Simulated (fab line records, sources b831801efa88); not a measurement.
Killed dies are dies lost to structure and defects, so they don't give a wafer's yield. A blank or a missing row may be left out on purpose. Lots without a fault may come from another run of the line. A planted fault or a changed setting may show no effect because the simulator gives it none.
fab line records | flow sky130
record lots=13 wafers=39 last_day=50
route steps=708 shown FIELD_ISO@28 GATE_OXIDE@201 LDD_HVN@275 SD_N@358
lots that met no fault: from a run of the same line without faults
start_h: hours from the record's first day to the start of the lot's first wafer shown | wait_h: hours since the lot's step before | " the same as in the row above | L1.1+2: a row that stands for several wafers | - no value, or no start given | * or withheld: withheld | < > ~ a bound
route shown NAME@n: a module of which the file shows steps, and the number in the route of the first | usual: mean/standard deviation of fault-free wafers | same: alike in all rows | chamber/n: place in a boat | sites: the reading at each site | _std_site: their standard deviation | _edge_site: outer sites' mean less inner sites' | radius_mm: how far each site lies from the wafer's centre | mask NAME#n: copy n | behind: the tool/chamber that last shaped the wafer | hold: why the lot was held/for how many hours/how that ended | device: the transistor (n, p or np) that didn't switch | end of line: the same wafers' tests at the end of the route | a step without rows: its recipe alone | killed: dies lost to structure and defects at the first sort, not the wafer's yield | map: a wafer's dies, x killed, . not, _ none there
set.NAME: the setting as run; set.NAME@STEP: as run at that earlier step | model.NAME: the simulator's own value behind a step, which no gauge read
steps of the route over a sample of lots; a table a step, a row a wafer
services: from which hour (start_h, from the record's first day; less than 0 if before it) a tool's chamber was out of use, for how many hours, and why
## steps
# step SKY_FIELD_ISO_CMP_27
# recipe stop_on=Si3N4 t_overpolish_s=16 down_force_psi=4 platen_rpm=60 target_thk_nm=457.8 pad_velocity_m_s=0.94248
# usual motor_current_A=11.5/0.87 overpolish_run_s=16.000/0.0093 time_to_endpoint_s=111/5.5
# columns lot.wafer tool chamber start_h wait_h motor_current_A overpolish_run_s time_to_endpoint_s
L233.1 cmp-01 1 35.01 0.0 11.9 15.993 109
L233.3 " 2 " " 10.2 16.009 106
L233.4 " 3 " " 11.5 16.009 105
L235.3 cmp-01 1 43.32 0.0 11.6 15.996 117
L235.4 " 3 " " 11.4 15.977 108
L235.6 " 1 " " 12.5 15.980 113
L237.4 cmp-02 0 54.65 0.1 12.3 15.980 113
L237.5 " 1 " " 12.2 15.997 121
L237.6 " 2 " " 10.3 16.010 114
L238.2 cmp-02 1 59.58 0.1 11.9 15.989 121
L238.4 " 2 " " 10.5 15.996 113
L238.6 " 2 " " 10.4 15.996 114
L242.1 cmp-01 1 81.60 0.1 11.9 16.019 113
L242.4 " 3 " " 11.5 15.993 113
L242.6 " 1 " " 12.5 15.992 114
L243.3 cmp-02 2 87.41 0.0 10.6 16.011 110
L243.1 " 3 " " 11.4 15.990 116
L243.5 " 3 " " 11.3 16.003 113
L246.4 cmp-02 0 99.98 0.0 12.0 15.994 110
L246.2 " 1 " " 12.1 16.012 119
L246.1 " 2 " " 10.6 16.006 116
L249.4 cmp-02 1 117.04 0.0 11.9 15.991 119
L249.3 " 3 " " 10.9 16.009 113
L249.6 " 1 " " 11.8 16.000 121
L250.3 cmp-02 2 121.19 0.1 10.7 15.998 115
L250.4 " 0 " " 13.0 16.011 111
L250.6 " 1 " " 12.5 15.999 121
L251.1 cmp-01 0 125.96 0.1 12.2 15.993 103
L251.4 " 2 " " 9.9 15.999 106
L251.6 " 3 " " 12.2 16.001 111
L252.4 cmp-02 2 131.58 0.1 10.6 16.013 115
L252.1 " 3 " " 11.0 15.996 114
L252.6 " 1 " " 11.8 15.996 114
L253.4 cmp-02 2 138.03 0.1 10.9 16.003 114
L253.1 " 3 " " 11.3 16.005 119
L253.6 " 2 " " 10.2 16.004 115
L254.3 cmp-01 3 145.70 0.0 11.5 16.004 110
L254.1 " 0 " " 11.6 15.985 108
L254.6 " 3 " " 11.3 15.992 112
# step SKY_GATE_OXIDE_TW_MEAS_14
# usual GATE_OXIDE_TW=224.9/1.4
# columns lot.wafer tool chamber start_h wait_h GATE_OXIDE_TW
L233.1 film_metro-03 - 317.97 0.1 224.3
L233.3 " - " " 225.7
L233.4 " - " " 224.6
L235.3 film_metro-01 - 329.75 0.1 224.2
L235.4 " - " " 225.7
L235.6 " - " " 225.9
L237.4 film_metro-03 - 344.23 0.1 225.2
L237.5 " - " " 224.6
L237.6 " - " " 223.6
L238.2 film_metro-03 - 353.10 0.1 224.7
L238.4 " - " " 224.0
L238.6 " - " " 223.9
L242.1 film_metro-03 - 390.94 0.1 225.8
L242.4 " - " " 225.2
L242.6 " - " " 225.5
L243.1 film_metro-01 - 396.18 0.1 226.0
L243.3 " - " " 226.1
L243.5 " - " " 226.5
L246.1 film_metro-02 - 423.78 0.1 222.8
L246.2 " - " " 222.7
L246.4 " - " " 222.9
L249.3 film_metro-02 - 445.43 0.1 223.7
L249.4 " - " " 223.0
L249.6 " - " " 225.0
L250.3 film_metro-02 - 455.11 0.1 223.3
L250.4 " - " " 222.9
L250.6 " - " " 222.7
L251.1 film_metro-01 - 456.77 0.1 225.5
L251.4 " - " " 224.5
L251.6 " - " " 226.6
L252.1 film_metro-03 - 470.63 0.1 226.3
L252.4 " - " " 226.8
L252.6 " - " " 226.9
L253.1 film_metro-02 - 480.79 0.1 225.2
L253.4 " - " " 223.6
L253.6 " - " " 225.2
L254.1 film_metro-01 - 487.53 0.1 225.4
L254.3 " - " " 225.6
L254.6 " - " " 228.3
# step SKY_LDD_HVN_IMPLANT_08
# recipe species=P energy_kev=60 dose_cm2=3e+13 tilt_deg=40
# usual beam_on_s=10.04/0.19 faraday_current_uA=168/3.2
# columns lot.wafer tool chamber start_h wait_h beam_on_s faraday_current_uA
L233.1 implanter-01 0 473.69 0.0 9.85 172
L233.3 " 0 " " 9.74 174
L233.4 " 0 " " 9.93 170
L235.3 implanter-02 0 487.89 0.1 9.92 170
L235.4 " 0 " " 10.22 166
L235.6 " 0 " " 10.01 169
L237.4 implanter-03 0 501.81 0.1 10.23 166
L237.5 " 0 " " 10.14 166
L237.6 " 0 " " 10.18 166
L238.2 implanter-01 0 516.26 0.0 10.03 169
L238.4 " 0 " " 9.86 171
L238.6 " 0 " " 9.96 170
L242.1 implanter-01 0 551.44 0.0 11.59 146
L242.4 " 0 " " 11.74 145
L242.6 " 0 " " 11.30 150
L243.1 implanter-01 0 558.79 0.0 11.39 147
L243.3 " 0 " " 11.25 150
L243.5 " 0 " " 10.98 154
L246.1 implanter-03 0 583.17 0.0 9.91 170
L246.2 " 0 " " 9.79 172
L246.4 " 0 " " 10.23 165
L249.3 implanter-03 0 604.12 0.1 10.42 162
L249.4 " 0 " " 9.76 173
L249.6 " 0 " " 10.28 165
L250.3 implanter-03 0 613.42 0.1 9.71 174
L250.4 " 0 " " 10.02 169
L250.6 " 0 " " 10.03 168
L251.1 implanter-01 0 616.71 0.0 10.11 167
L251.4 " 0 " " 10.09 168
L251.6 " 0 " " 10.20 165
L252.1 implanter-03 0 627.94 0.0 9.82 172
L252.4 " 0 " " 9.95 170
L252.6 " 0 " " 10.20 165
L253.1 implanter-01 0 636.87 0.0 10.00 169
L253.4 " 0 " " 9.91 170
L253.6 " 0 " " 9.95 170
L254.1 implanter-02 0 643.36 0.0 10.49 161
L254.3 " 0 " " 10.42 162
L254.6 " 0 " " 10.30 164
# step SKY_LDD_HVN_TW_MEAS_10
# usual LDD_HVN_TW=1435/6.5
# columns lot.wafer tool chamber start_h wait_h LDD_HVN_TW
L233.1 film_metro-02 - 473.94 0.1 1428
L233.3 " - " " 1430
L233.4 " - " " 1424
L235.3 film_metro-03 - 488.11 0.1 1428
L235.4 " - " " 1429
L235.6 " - " " 1430
L237.4 film_metro-02 - 502.02 0.1 1435
L237.5 " - " " 1428
L237.6 " - " " 1430
L238.2 film_metro-02 - 516.50 0.1 1429
L238.4 " - " " 1437
L238.6 " - " " 1433
L242.1 film_metro-04 - 551.69 0.1 1496
L242.4 " - " " 1492
L242.6 " - " " 1486
L243.1 film_metro-03 - 559.04 0.1 1499
L243.3 " - " " 1505
L243.5 " - " " 1497
L246.1 film_metro-02 - 583.42 0.1 1428
L246.2 " - " " 1425
L246.4 " - " " 1425
L249.3 film_metro-02 - 604.34 0.1 1436
L249.4 " - " " 1447
L249.6 " - " " 1440
L250.3 film_metro-02 - 613.64 0.1 1434
L250.4 " - " " 1442
L250.6 " - " " 1434
L251.1 film_metro-02 - 616.96 0.1 1434
L251.4 " - " " 1438
L251.6 " - " " 1439
L252.1 film_metro-04 - 628.19 0.1 1436
L252.4 " - " " 1439
L252.6 " - " " 1440
L253.1 film_metro-02 - 637.12 0.1 1421
L253.4 " - " " 1424
L253.6 " - " " 1414
L254.1 film_metro-04 - 643.61 0.1 1435
L254.3 " - " " 1438
L254.6 " - " " 1434
# step SKY_SD_N_RS_MEAS_16
# recipe thk_meas_gauge=four-point-probe
# usual SD_N_RS=68.52/0.13
# columns lot.wafer tool chamber start_h wait_h SD_N_RS[ohm/sq]
L233.1 film_metro-02 - 654.62 0.1 68.54
L233.3 " - " " 68.56
L233.4 " - " " 68.49
L235.3 film_metro-02 - 670.28 0.1 68.60
L235.4 " - " " 68.75
L235.6 " - " " 68.48
L237.4 film_metro-02 - 682.84 0.1 68.41
L237.5 " - " " 68.50
L237.6 " - " " 68.61
L238.2 film_metro-02 - 697.40 0.1 68.54
L238.4 " - " " 68.44
L238.6 " - " " 68.57
L242.1 film_metro-02 - 725.49 0.1 68.54
L242.4 " - " " 68.61
L242.6 " - " " 68.48
L243.1 film_metro-03 - 735.75 0.1 68.58
L243.3 " - " " 68.51
L243.5 " - " " 68.57
L246.1 film_metro-04 - 755.34 0.1 68.43
L246.2 " - " " 68.53
L246.4 " - " " 68.50
L249.3 film_metro-02 - 776.56 0.1 68.60
L249.4 " - " " 68.56
L249.6 " - " " 68.50
L250.3 film_metro-02 - 784.81 0.1 68.47
L250.4 " - " " 68.51
L250.6 " - " " 68.60
L251.1 film_metro-02 - 787.68 0.1 68.65
L251.4 " - " " 68.69
L251.6 " - " " 68.80
L252.1 film_metro-03 - 797.69 0.1 68.32
L252.4 " - " " 68.19
L252.6 " - " " 68.33
L253.1 film_metro-03 - 806.38 0.1 68.41
L253.4 " - " " 68.58
L253.6 " - " " 68.48
L254.1 film_metro-02 - 828.43 0.1 68.44
L254.3 " - " " 68.57
L254.6 " - " " 68.42
## services
# columns tool chamber start_h hours kind
cmp-01 - 15.51 1.4 repair
cmp-01 - 26.29 6.3 repair
cmp-02 - 64.00 4.0 pm
cmp-01 - 67.89 1.7 repair
cmp-02 - 82.09 1.0 repair
cmp-01 - 130.09 12.4 repair
implanter-01 - 153.36 3.4 pm
implanter-01 - 178.65 1.5 repair
cmp-02 - 186.80 4.6 pm
cmp-02 - 228.15 5.1 pm
cmp-02 - 235.41 1.1 repair
implanter-01 - 319.02 2.4 repair
cmp-02 - 338.03 0.4 repair
cmp-02 - 404.00 4.0 pm
cmp-02 - 422.14 2.2 repair
cmp-02 - 422.51 1.2 repair
cmp-02 - 429.95 2.9 repair
implanter-01 - 459.53 5.6 repair
cmp-02 - 487.46 0.4 repair
cmp-02 - 527.55 2.4 repair
implanter-01 - 537.30 3.3 repair
cmp-02 - 559.73 4.4 pm
cmp-02 - 594.99 0.4 repair
implanter-01 - 642.56 4.0 pm
## key
first_sign step=SKY_LDD_HVN_IMPLANT_08 reading=beam_on_s direction=up sigmas=6.9 usual=10.04 struck=11.37
effect step=SKY_LDD_HVN_IMPLANT_08 reading=faraday_current_uA direction=down sigmas=6.1 usual=168 struck=149
effect step=SKY_LDD_HVN_TW_MEAS_10 reading=LDD_HVN_TW direction=up sigmas=9.5 usual=1435 struck=1496
met_at SKY_LDD_HVN_IMPLANT_08
struck_lots L242,L243
tester_left_out L242,L243
not_acting_at SKY_FIELD_ISO_CMP_27,SKY_GATE_OXIDE_TW_MEAS_14,SKY_SD_N_RS_MEAS_16
onset_between 516.26 551.44
fault kind=process_parameter_drift tool=implanter-01 chamber=- onset_h=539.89 steps=SKY_LDD_HVN_IMPLANT_08 channel=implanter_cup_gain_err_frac offset=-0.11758 shape=step end_h=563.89
# tester_left_out: of these lots the tester's yield and bins aren't shown, on N5 and GAA mostly nor the transistor test; their killed dies are dies lost to structure and defects alone, not to doping, threshold or leakage, so they don't give the yield
